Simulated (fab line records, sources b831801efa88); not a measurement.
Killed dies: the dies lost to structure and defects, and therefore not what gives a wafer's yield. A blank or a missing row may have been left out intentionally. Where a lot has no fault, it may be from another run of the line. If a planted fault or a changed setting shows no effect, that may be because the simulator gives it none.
fab line records | flow sky130
[record] lots = 11 wafers = 33 last-day = 49
route steps=708 shown VIA3@587 METAL5@664 PAD_OPEN@708
lots that met no fault: from a run of the same line without faults
start-h: the number of hours between the record's first day and the start of the first shown wafer of the lot | wait-h: hours elapsed since this lot's preceding step | " as in the row above | L1.1+2: several wafers, shown together as one row | - either no value or no given start | * or withheld: withheld | < > ~ a bound
route shown NAME@n: NAME is a module with steps in the file, n the number in the route of the first one | usual: the fault-free wafers' mean and standard deviation | same: alike in all rows | chamber/n: place in a boat | sites: per-site readings | _std_site: the values' standard deviation | _edge_site: the outer-site mean with the inner-site mean subtracted | radius-mm: how far each site lies from the wafer's centre | mask NAME#n: copy n | behind: the tool/chamber that last shaped the wafer | hold: why the lot went on hold/how many hours it stayed there/how the hold came to an end | device: the n, p or np transistor that did not switch | end of line: the route-end tests of the same wafers | where a step has no rows: the recipe by itself | killed: the dies lost at the first sort to structure and to defects; this is not the yield of the wafer | map: per-die view of a wafer (x killed, . not killed, _ where there is no die)
set.NAME: the run value of the setting; set.NAME@STEP: its run value at that earlier step | model.NAME: the simulator's own value behind a step, which no gauge read
a sample of lots followed through the steps of the route, with each step as a table and each wafer as a row
services: from which hour (start-h, from the record's first day; less than 0 if before it) a tool's chamber was out of use, for how many hours, and why
[[steps]]
[step SKY_VIA3_ETCH_14]
[recipe] chemistry = N2/H2 target = BARC ion-energy-ev = 200 source-w = 500 bias-w = 100 pressure-mtorr = 30 n2-flow-sccm = 100 h2-flow-sccm = 200 stop-on = SiO2 time-s = 45.9 target-depth-a = 600
[usual] drypump-motor-current-A = 6.0/0.46 oes-product-au = 0.855/0.0052 rf-fwd-power-W = 494.9/1.9 throttle-valve-pct = 13.226/0.0088
// columns lot.wafer tool chamber start-h wait-h drypump-motor-current-A oes-product-au rf-fwd-power-W rf-hours-counter-h throttle-valve-pct
L675.1 rie-diel-03 0 921.37 0.0 5.8 0.850 498.5 17 13.209
L675.2 " 3 " " 6.3 0.857 495.4 19 13.225
L675.5 " 3 " " 6.4 0.851 493.1 - 13.224
L677.1 rie-diel-03 2 944.94 0.0 6.3 0.855 496.0 16 13.225
L677.2 " 1 " " 6.3 0.859 494.7 28 13.211
L677.4 " 0 " " 5.9 0.854 496.2 18 13.245
L678.3 rie-diel-03 1 947.57 0.0 6.2 0.855 495.9 28 13.226
L678.5 " 2 " " 6.3 0.846 498.0 - 13.223
L678.6 " 3 " " 6.3 0.856 493.9 - 13.234
L683.1 rie-diel-04 1 996.77 0.0 5.6 0.866 496.4 20 13.218
L683.4 " 3 " " 6.6 0.844 494.6 7 13.223
L683.5 " 0 " " 5.6 0.853 494.2 - 13.238
L684.3 rie-diel-04 3 1002.32 0.0 6.6 0.856 493.6 8 13.227
L684.4 " 2 " " 6.4 0.856 493.3 13 13.238
L684.6 " 0 " " 5.6 0.863 495.6 - 13.227
L685.3 rie-diel-03 2 1014.14 0.0 6.3 0.859 494.1 18 13.224
L685.4 " 2 " " 6.3 0.854 496.4 - 13.226
L685.6 " 3 " " 6.3 0.864 494.7 - 13.225
L686.1 rie-diel-04 0 1016.22 0.0 5.6 0.856 495.1 7 13.225
L686.5 " 3 " " 6.5 0.852 492.5 - 13.225
L686.6 " 2 " " 6.3 0.857 492.2 - 13.236
L687.1 rie-diel-03 3 1018.72 0.0 6.3 0.857 494.4 22 13.223
L687.2 " 2 " " 6.3 0.851 494.7 18 13.248
L687.6 " 1 " " 6.2 0.856 492.5 - 13.236
L688.1 rie-diel-03 3 1023.99 0.0 6.3 0.863 493.1 22 13.223
L688.2 " 0 " " 5.9 0.853 492.7 20 13.229
L688.6 " 3 " " 6.3 0.858 494.7 - 13.231
L690.1 rie-diel-03 2 1026.22 0.0 6.3 0.856 497.5 19 13.228
L690.4 " 0 " " 5.8 0.853 495.6 20 13.235
L690.5 " 3 " " 6.3 0.864 493.0 - 13.222
L691.1 rie-diel-03 3 1041.64 0.0 6.4 0.861 493.5 23 13.228
L691.2 " 2 " " 6.3 0.856 495.7 19 13.231
L691.3 " 1 " " 6.2 0.862 496.0 2 13.226
[step SKY_METAL5_SPUTTER_03]
[recipe] material = Ti target-thk-nm = 5 power-w = 3000 time-s = 3.3 chamber-pressure-pa = 0.4
[usual] throttle-valve-pct = 29.8/1.1
// columns lot.wafer tool chamber start-h wait-h throttle-valve-pct
L675.1 pvd-sputter-03 - 998.69 0.0 31.3
L675.2 " - " " 30.7
L675.5 " - " " 30.9
L677.1 pvd-sputter-04 - 1020.38 0.0 28.4
L677.2 " - " " 28.7
L677.4 " - " " 32.1
L678.3 pvd-sputter-04 - 1022.33 0.0 28.4
L678.5 " - " " 28.5
L678.6 " - " " 28.5
L683.1 pvd-sputter-02 - 1068.90 0.0 29.0
L683.4 " - " " 31.3
L683.5 " - " " 30.1
L684.3 pvd-sputter-04 - 1074.94 0.0 28.6
L684.4 " - " " 28.5
L684.6 " - " " 28.5
L685.3 pvd-sputter-03 - 1083.62 0.0 30.7
L685.4 " - " " 31.1
L685.6 " - " " 28.2
L686.1 pvd-sputter-02 - 1086.65 0.0 29.2
L686.5 " - " " 29.9
L686.6 " - " " 30.1
L687.1 pvd-sputter-03 - 1090.37 0.0 28.3
L687.2 " - " " 30.8
L687.6 " - " " 31.2
L688.1 pvd-sputter-03 - 1095.44 0.0 30.6
L688.2 " - " " 31.3
L688.6 " - " " 29.7
L690.1 pvd-sputter-02 - 1095.61 0.0 29.7
L690.4 " - " " 30.2
L690.5 " - " " 30.1
L691.1 pvd-sputter-04 - 1110.39 0.0 28.3
L691.2 " - " " 28.7
L691.3 " - " " 32.0
[step SKY_METAL5_THK_MEAS_06]
[recipe] thk-meas-gauge = xrf reads = AlCu_of_METAL5_SPUTTER_02
[usual] METAL5_ALCU_THK = 1151/17
// columns lot.wafer tool chamber start-h wait-h METAL5_ALCU_THK[nm]
L675.1 film-metro-04 - 998.87 0.1 1135
L675.2 " - " " 1152
L675.5 " - " " 1144
L677.1 film-metro-03 - 1020.73 0.1 1141
L677.2 " - " " 1130
L677.4 " - " " 1114
L678.3 film-metro-03 - 1022.54 0.1 1153
L678.5 " - " " 1142
L678.6 " - " " 1147
L683.1 film-metro-03 - 1069.08 0.1 1158
L683.4 " - " " 1146
L683.5 " - " " 1142
L684.3 film-metro-01 - 1075.15 0.1 1165
L684.4 " - " " 1143
L684.6 " - " " 1164
L685.3 film-metro-03 - 1083.83 0.1 1156
L685.4 " - " " 1129
L685.6 " - " " 1125
L686.1 film-metro-03 - 1086.84 0.1 1156
L686.5 " - " " 1153
L686.6 " - " " 1140
L687.1 film-metro-04 - 1090.56 0.1 1138
L687.2 " - " " 1172
L687.6 " - " " 1150
L688.1 film-metro-01 - 1095.63 0.1 1176
L688.2 " - " " 1138
L688.6 " - " " 1144
L690.1 film-metro-01 - 1095.81 0.1 1154
L690.4 " - " " 1160
L690.5 " - " " 1158
L691.1 film-metro-01 - 1110.58 0.1 1150
L691.2 " - " " 1141
L691.3 " - " " 1132
[step SKY_METAL5_METAL_ETCH_15]
[recipe] target-depth-a = 12600 stop-on = SiO2 over-etch-frac = 0.2 time-s = 252 chemistry = Cl2/BCl3 resist-sidewall-deg = 86 pressure-mtorr = 10 icp-w = 900 bias-w = 48.5 Cl2_flow_sccm = 60 bcl3-flow-sccm = 30
[usual] drypump-motor-current-A = 5.7/0.42 oes-product-au = 0.894/0.0049 rf-fwd-power-W = 897.4/2.6 throttle-valve-pct = 22.263/0.0097
// columns lot.wafer tool chamber start-h wait-h drypump-motor-current-A oes-product-au rf-fwd-power-W rf-hours-counter-h throttle-valve-pct
L675.1 rie-metal-02 1 1021.80 0.0 6.1 0.893 894.3 6 22.266
L675.2 " 0 " " 6.0 0.888 892.9 12 22.280
L675.5 " 0 " " 6.0 0.899 899.9 - 22.262
L677.1 rie-metal-02 0 1042.77 0.0 6.0 0.886 900.6 13 22.276
L677.2 " 1 " " 6.2 0.897 899.6 8 22.259
L677.4 " 0 " " 6.0 0.893 898.6 - 22.273
L678.3 rie-metal-01 0 1044.52 0.1 5.8 0.908 903.2 - 22.259
L678.5 " 1 " " 5.3 0.897 894.7 - 22.264
L678.6 " 0 " " 5.8 0.895 899.1 - 22.253
L683.1 rie-metal-02 0 1089.95 0.0 6.0 0.904 898.2 17 22.266
L683.4 " 1 " " 6.2 0.895 899.0 - 22.270
L683.5 " 0 " " 6.0 0.896 895.3 - 22.287
L684.3 rie-metal-01 0 1096.28 0.1 5.8 0.895 897.7 - 22.275
L684.4 " 1 " " 5.3 0.891 894.7 - 22.262
L684.6 " 1 " " 5.3 0.901 894.4 - 22.257
L685.3 rie-metal-02 0 1104.33 0.1 6.0 0.894 895.8 - 22.270
L685.4 " 1 " " 6.1 0.898 901.2 - 22.259
L685.6 " 1 " " 6.1 0.890 900.0 - 22.279
L686.1 rie-metal-04 1 1106.92 0.0 5.2 0.891 896.6 22 22.265
L686.5 " 0 " " 6.2 0.892 896.5 - 22.263
L686.6 " 1 " " 5.2 0.890 897.5 - 22.287
L687.1 rie-metal-01 1 1110.50 0.0 5.3 0.884 896.7 8 22.266
L687.2 " 0 " " 5.8 0.897 901.7 12 22.251
L687.6 " 0 " " 5.8 0.890 899.4 - 22.249
L688.1 rie-metal-04 0 1114.45 0.0 6.2 0.893 900.8 5 22.270
L688.2 " 1 " " 5.2 0.891 900.5 22 22.266
L688.6 " 1 " " 5.1 0.883 894.1 - 22.274
L690.1 rie-metal-04 0 1115.15 0.0 6.2 0.896 898.2 6 22.272
L690.4 " 1 " " 5.1 0.891 896.0 - 22.266
L690.5 " 0 " " 6.2 0.886 898.0 - 22.267
L691.1 rie-metal-01 1 1129.70 0.0 5.3 0.896 895.8 10 22.259
L691.2 " 0 " " 5.8 0.891 894.0 13 22.279
L691.3 " 0 " " 5.8 0.897 895.6 - 22.265
[step SKY_PAD_OPEN_PROBE_99]
[usual] defect-limited-yield = 82.5/1.9 killed_at_M0_to_M3 = 43/6.8 killed_at_M4_up = 3.2/1.8 killed-at-contacts = 24/6.2 killed-at-front-end = 15/4.7 killed-at-other = 0.4/0.63 killed-dies = 86/9.6 killed-open = 47/6.9 killed-short = 39/6.3 sort_bin_3_pad_short = 0.9/0.46 sort_bin_5_function = 10.5/1.5 sort_bin_6_memory = 6.1/1.1 sort-n-pass = 406/9.6 sort-yield-pct = 82.5/1.9
[same] gross-dies = 492 killed-at-back-side = 0 sort_bin_4_leakage[%] = 0 sort_bin_8_speed[%] = 0
// columns lot.wafer tool chamber start-h wait-h defect-limited-yield[%] killed_at_M0_to_M3 killed_at_M4_up killed-at-contacts killed-at-front-end killed-at-other killed-dies killed-open killed-short sort_bin_3_pad_short[%] sort_bin_5_function[%] sort_bin_6_memory[%] sort-n-pass sort-yield-pct[%]
L675.1 prober-01 - 1069.62 0.1 82.9 42 1 17 22 2 84 41 43 1.0 12.2 3.9 408 82.9
L675.2 prober-01 - 1069.67 0.1 84.3 41 3 21 12 0 77 42 35 1.0 11.0 3.7 415 84.3
L675.5 prober-01 - 1069.82 0.2 82.9 42 3 19 20 0 84 47 37 0 10.8 6.3 408 82.9
L687.1 prober-01 - 1153.25 0.1 81.5 45 6 31 9 0 91 48 42 1.6 12.4 4.5 401 81.5
L687.2 prober-01 - 1153.30 0.1 79.9 56 2 29 11 1 99 60 38 0.4 13.4 6.3 393 79.9
L687.6 prober-01 - 1153.50 0.2 83.5 52 3 17 9 0 81 42 39 1.6 8.7 6.1 411 83.5
L690.1 prober-01 - 1157.62 0.1 74.4 89 0 20 17 0 126 39 28 4.9 14.6 6.1 366 74.4
L690.4 prober-01 - 1157.77 0.2 82.1 46 0 30 12 0 88 49 38 0.8 9.8 7.3 404 82.1
L690.5 prober-01 - 1157.82 0.2 85.0 36 2 24 12 0 74 31 42 1.4 8.7 4.9 418 85.0
L691.1 prober-01 - 1169.68 0.1 79.7 46 2 32 20 0 100 54 43 1.6 12.4 6.3 392 79.7
L691.2 prober-01 - 1169.73 0.1 76.6 89 3 10 13 0 115 29 28 2.8 15.2 5.3 377 76.6
L691.3 prober-01 - 1169.78 0.2 85.8 41 4 20 5 0 70 31 39 0.4 9.1 4.7 422 85.8
// killed by level:class
L675.1 VIA1:geometric-particle:open=11 METAL1:geometric-particle:short=9 FIELD_ISO:geometric-particle:short=7 LI_CONTACT:geometric-particle:open=6 VIA2:geometric-particle:open=6 CONTACT:geometric-particle:open=5 POLY_GATE:geometric-particle:open=4 VIA1:geometric-particle:short=4
L675.2 VIA2:geometric-particle:open=10 VIA3:geometric-particle:open=8 CONTACT:geometric-particle:short=7 LI_CONTACT:geometric-particle:open=6 CONTACT:geometric-particle:open=6 METAL1:geometric-particle:short=6 FIELD_ISO:geometric-particle:short=4 VIA1:geometric-particle:short=4
L675.5 VIA3:geometric-particle:open=10 VIA1:geometric-particle:open=8 FIELD_ISO:geometric-particle:short=7 CONTACT:geometric-particle:open=7 VIA2:geometric-particle:open=7 POLY_GATE:geometric-particle:open=6 LI_CONTACT:geometric-particle:short=5 POLY_GATE:geometric-particle:short=4
L687.1 LI_CONTACT:geometric-particle:open=9 VIA2:geometric-particle:open=9 CONTACT:geometric-particle:open=8 CONTACT:geometric-particle:short=7 METAL2:geometric-particle:short=6 VIA3:geometric-particle:open=5 VIA1:geometric-particle:open=5 METAL4:geometric-particle:short=5
L687.2 CONTACT:geometric-particle:open=12 VIA1:geometric-particle:open=11 METAL2:geometric-particle:short=11 METAL1:geometric-particle:short=9 LI_CONTACT:geometric-particle:open=8 VIA2:geometric-particle:open=8 VIA3:geometric-particle:open=4 POLY_GATE:geometric-particle:open=3
L687.6 VIA1:geometric-particle:open=11 METAL1:geometric-particle:short=7 VIA3:geometric-particle:open=7 VIA2:geometric-particle:open=6 CONTACT:geometric-particle:short=5 CONTACT:geometric-particle:open=4 VIA3:geometric-particle:short=4 METAL3:geometric-particle:short=4
L690.1 VIA3:unspecified=56 VIA1:geometric-particle:open=9 CONTACT:geometric-particle:short=7 LI_CONTACT:geometric-particle:open=6 VIA2:geometric-particle:open=5 POLY_GATE:geometric-particle:open=4 CONTACT:geometric-particle:open=4 METAL2:geometric-particle:short=4
L690.4 CONTACT:geometric-particle:open=16 VIA1:geometric-particle:open=11 METAL2:geometric-particle:short=7 METAL3:geometric-particle:short=6 VIA3:geometric-particle:open=6 LI_CONTACT:geometric-particle:open=5 VIA2:geometric-particle:open=5 LOCAL_INTERCONNECT:geometric-particle:short=4
L690.5 CONTACT:geometric-particle:open=8 VIA1:geometric-particle:open=7 VIA2:geometric-particle:short=5 LOCAL_INTERCONNECT:geometric-particle:short=5 METAL1:geometric-particle:short=5 METAL2:geometric-particle:short=5 FIELD_ISO:geometric-particle:short=4 POLY_GATE:geometric-particle:short=4
L691.1 CONTACT:geometric-particle:open=12 VIA1:geometric-particle:open=11 LOCAL_INTERCONNECT:geometric-particle:short=8 VIA3:geometric-particle:open=8 FIELD_ISO:geometric-particle:open=5 LI_CONTACT:geometric-particle:open=5 METAL2:geometric-particle:short=5 POLY_GATE:geometric-particle:short=4
L691.2 VIA3:unspecified=57 VIA1:geometric-particle:open=6 VIA2:geometric-particle:open=6 SPACER:geometric-particle:open=4 VIA1:geometric-particle:short=4 METAL2:geometric-particle:short=4 LI_CONTACT:geometric-particle:open=3 POLY_GATE:geometric-particle:short=3
L691.3 CONTACT:geometric-particle:open=8 VIA1:geometric-particle:open=6 VIA1:geometric-particle:short=6 VIA2:geometric-particle:open=6 METAL3:geometric-particle:short=6 VIA3:geometric-particle:open=5 POLY_GATE:geometric-particle:short=4 LI_CONTACT:geometric-particle:open=4
[[services]]
// columns tool chamber start-h hours kind
rie-diel-04 0 900.77 12.4 repair
rie-metal-01 0 906.92 - clean
rie-metal-01 0 906.92 23.0 scheduled-down
rie-diel-03 2 911.60 10.3 repair
rie-metal-01 - 935.88 0.3 repair
rie-diel-04 - 949.80 2.8 pm
pvd-sputter-03 - 951.90 0.8 repair
pvd-sputter-04 - 953.45 2.4 repair
rie-metal-04 - 956.44 1.4 pm
rie-diel-03 0 961.50 7.7 repair
pvd-sputter-03 - 964.66 6.2 repair
rie-diel-03 1 973.82 - clean
rie-diel-03 1 973.82 22.8 scheduled-down
rie-diel-03 1 973.82 22.8 vent-cycle
rie-diel-03 0 1008.67 14.2 repair
pvd-sputter-02 - 1019.72 1.9 repair
rie-diel-04 - 1041.67 0.4 repair
rie-diel-03 - 1061.22 14.6 pm
rie-diel-04 3 1064.17 2.6 repair
pvd-sputter-02 - 1079.61 3.6 repair
rie-metal-02 - 1079.93 2.8 pm
rie-diel-04 3 1107.26 4.7 repair
pvd-sputter-03 - 1108.67 12.4 repair
rie-diel-03 2 1121.27 5.4 repair
[[key]]
[first-sign] step = SKY_PAD_OPEN_PROBE_99 reading = killed_at_M0_to_M3 direction = up sigmas = 6.8 usual = 43 struck = 89
[effect] step = SKY_PAD_OPEN_PROBE_99 reading = sort_bin_3_pad_short direction = up sigmas = 6.5 usual = 0.9 struck = 3.9
met-at SKY_VIA3_ETCH_14
struck-lots L690,L691
struck-wafers L690.1,L691.2
not-acting-at SKY_METAL5_SPUTTER_03,SKY_METAL5_THK_MEAS_06,SKY_METAL5_METAL_ETCH_15
onset-between 1018.72 1026.22
[fault] kind = chamber-particle-source tool = rie-diel-03 chamber = 2 onset-h = 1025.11 steps = SKY_VIA3_ETCH_14 rate-per-visit-cm2 = 1.0319 end-h = 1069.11
